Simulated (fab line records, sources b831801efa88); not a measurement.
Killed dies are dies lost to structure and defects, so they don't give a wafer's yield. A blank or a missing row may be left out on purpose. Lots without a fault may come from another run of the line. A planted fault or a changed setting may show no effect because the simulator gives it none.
Which tool did it? | flow gf180mcu | 11 lots, 31 wafers sampled, at 5 steps of a route of 602

WHAT THE GAUGES READ, wafer by wafer
GF_V3_RS_MEAS_24: measures by four-point-probe.
lot  | measured     | on            | V3_W_RS (ohm/sq)
L908 | day 22 05:54 | film_metro-02 | 0.332 0.330 0.326
L909 | day 22 13:53 | film_metro-03 | 0.322 0.328 0.325
L910 | day 23 00:35 | film_metro-02 | 0.325 0.326 0.329
L911 | day 23 07:34 | film_metro-01 | 0.325 0.333 0.332
L913 | day 24 02:06 | film_metro-01 | 0.325 0.323 0.326
L914 | day 24 12:50 | film_metro-03 | 0.326 0.331 0.327
L916 | day 25 01:19 | film_metro-03 | 0.324 0.327 0.329
L917 | day 25 16:16 | film_metro-02 | 0.327 0.324 0.326
L921 | day 27 03:40 | film_metro-01 | 1.093 1.110
L923 | day 27 20:08 | film_metro-02 | 0.329 1.157
L929 | day 29 11:57 | film_metro-03 | 0.325 0.325 0.324

GF_V3_THK_MEAS_25: measures by xrf.
lot  | measured     | on            | V3_W_THK (nm)
L908 | day 22 06:01 | film_metro-02 | 360 365 366
L909 | day 22 13:59 | film_metro-03 | 368 357 362
L910 | day 23 00:42 | film_metro-02 | 368 367 362
L911 | day 23 07:40 | film_metro-01 | 356 350 351
L913 | day 24 02:13 | film_metro-01 | 355 357 356
L914 | day 24 12:58 | film_metro-03 | 363 358 362
L916 | day 25 01:25 | film_metro-03 | 364 362 358
L917 | day 25 16:23 | film_metro-02 | 365 367 367
L921 | day 27 03:45 | film_metro-01 | 109 106
L923 | day 27 20:16 | film_metro-02 | 361 103
L929 | day 29 12:04 | film_metro-03 | 363 364 363

WHICH TOOL RAN EACH LOT (tool, then ch and the chambers of the sampled wafers, then the start)
lot  | GF_M3_SPUTTER_03             | GF_V3_STRIP_18                       | GF_V3_CVD_23
L908 | pvd_sputter-03, day 20 04:22 | plasma_asher-04 ch 0,1, day 22 05:07 | cvd_w-01 ch 0,1, day 22 05:47
L909 | pvd_sputter-03, day 20 12:13 | plasma_asher-04 ch 0,1, day 22 13:05 | cvd_w-02 ch 0,1, day 22 13:46
L910 | pvd_sputter-01, day 20 22:32 | plasma_asher-03 ch 1, day 22 23:49   | cvd_w-02 ch 0,1, day 23 00:28
L911 | pvd_sputter-01, day 21 06:23 | plasma_asher-04 ch 0,1, day 23 06:48 | cvd_w-02 ch 0,1, day 23 07:26
L913 | pvd_sputter-01, day 22 01:49 | plasma_asher-04 ch 0,1, day 24 01:19 | cvd_w-02 ch 0,1, day 24 01:58
L914 | pvd_sputter-02, day 22 14:05 | plasma_asher-04 ch 0,1, day 24 12:06 | cvd_w-02 ch 0,1, day 24 12:44
L916 | pvd_sputter-02, day 23 01:58 | plasma_asher-02 ch 0,1, day 25 00:33 | cvd_w-02 ch 0,1, day 25 01:11
L917 | pvd_sputter-03, day 23 18:58 | plasma_asher-04 ch 0,1, day 25 15:31 | cvd_w-02 ch 0,1, day 25 16:10
L921 | pvd_sputter-02, day 25 06:58 | plasma_asher-03 ch 1, day 27 02:53   | cvd_w-01 ch 0, day 27 03:32
L923 | pvd_sputter-03, day 26 00:16 | plasma_asher-02 ch 1, day 27 19:21   | cvd_w-01 ch 0, day 27 20:02
L929 | pvd_sputter-02, day 27 19:08 | plasma_asher-02 ch 0, day 29 11:07   | cvd_w-02 ch 1, day 29 11:49
- GF_M3_SPUTTER_03: material Ti, target thk 10 nm, time 6.7 s.
- GF_V3_STRIP_18: strips in O2/N2.
- GF_V3_CVD_23: deposits W, target thk 350 nm, time 104.9 s.

WHAT THE TOOLS THEMSELVES READ (means of the sampled wafers that have a number; where no wafer has one, the mark that the record gives instead)
GF_M3_SPUTTER_03.
lot  | tool           | throttle_valve_pct (%)
L908 | pvd_sputter-03 | 29.8
L909 | pvd_sputter-03 | 29.4
L910 | pvd_sputter-01 | 29.1
L911 | pvd_sputter-01 | 29.1
L913 | pvd_sputter-01 | 29.1
L914 | pvd_sputter-02 | 31.2
L916 | pvd_sputter-02 | 31.2
L917 | pvd_sputter-03 | 28.9
L921 | pvd_sputter-02 | 30.8
L923 | pvd_sputter-03 | 28.6
L929 | pvd_sputter-02 | 31.3

GF_V3_STRIP_18.
lot  | tool            | drypump_motor_current_A (A) | heater_power_w (W) | oes_product_au (a.u.)
L908 | plasma_asher-04 | 4.9                         | 347                | 0.598
L909 | plasma_asher-04 | 4.9                         | 340                | 0.598
L910 | plasma_asher-03 | 4.8                         | 357                | 0.594
L911 | plasma_asher-04 | 4.9                         | 345                | 0.597
L913 | plasma_asher-04 | 5.0                         | 342                | 0.592
L914 | plasma_asher-04 | 4.9                         | 340                | 0.595
L916 | plasma_asher-02 | 5.5                         | 346                | 0.599
L917 | plasma_asher-04 | 4.9                         | 341                | 0.594
L921 | plasma_asher-03 | 4.8                         | 357                | 0.597
L923 | plasma_asher-02 | 5.4                         | 343                | 0.595
L929 | plasma_asher-02 | 5.5                         | 347                | 0.594

GF_V3_CVD_23.
lot  | tool     | heater_power_w (W) | susceptor_temp_C (C)
L908 | cvd_w-01 | 804                | 400.06
L909 | cvd_w-02 | 782                | 399.91
L910 | cvd_w-02 | 820                | 400.04
L911 | cvd_w-02 | 789                | 399.86
L913 | cvd_w-02 | 830                | 399.70
L914 | cvd_w-02 | 827                | 400.22
L916 | cvd_w-02 | 789                | 400.06
L917 | cvd_w-02 | 841                | 400.07
L921 | cvd_w-01 | 812                | 399.87
L923 | cvd_w-01 | 810                | 400.02
L929 | cvd_w-02 | 733                | 400.28

THE ANSWER, worked out from the rows above alone
Rule: what is usual is taken from the lots themselves. Put in order of their means at a reading, lots are off if they are a third of the lots or fewer, leave a main group of 4 or more, and stand apart from it by a gap of 3 or more times the standard deviation of the main group's means; of several such gaps the widest counts. A main group whose means are all the same, to the digits that the tables above print for the reading, isn't used. A lot without any number at a reading at which 4 lots or more have one is off too. The other lots that the step has rows for count as sound. The gauges are gone through in route order, then the tools' own readings, and for those a lot's mean is taken as printed above. The first step at which some lot is off is used, and at that step the reading that is off furthest; a lot without a number counts as furthest.
Off: L921, L923, at GF_V3_RS_MEAS_24 (V3_W_RS). The main group: mean 0.327 ohm/sq, standard deviation 0.0019.
A tool fits if, at a process step before that reading, it ran every lot that is off, and no sound lot after the first of them. The gauges at GF_V3_RS_MEAS_24 are tried like those tools. One fits: cvd_w-01 at GF_V3_CVD_23. Its last sound lot is L908 (day 22 05:47), its first lot that is off L921 (day 27 03:32): a fault that began between those two fits.

WHAT THE SIMULATOR HAD PUT IN
Process parameter drift: cvd_w-01, from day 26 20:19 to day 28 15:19, at GF_V3_CVD_23. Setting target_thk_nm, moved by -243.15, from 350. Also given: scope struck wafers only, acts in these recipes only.
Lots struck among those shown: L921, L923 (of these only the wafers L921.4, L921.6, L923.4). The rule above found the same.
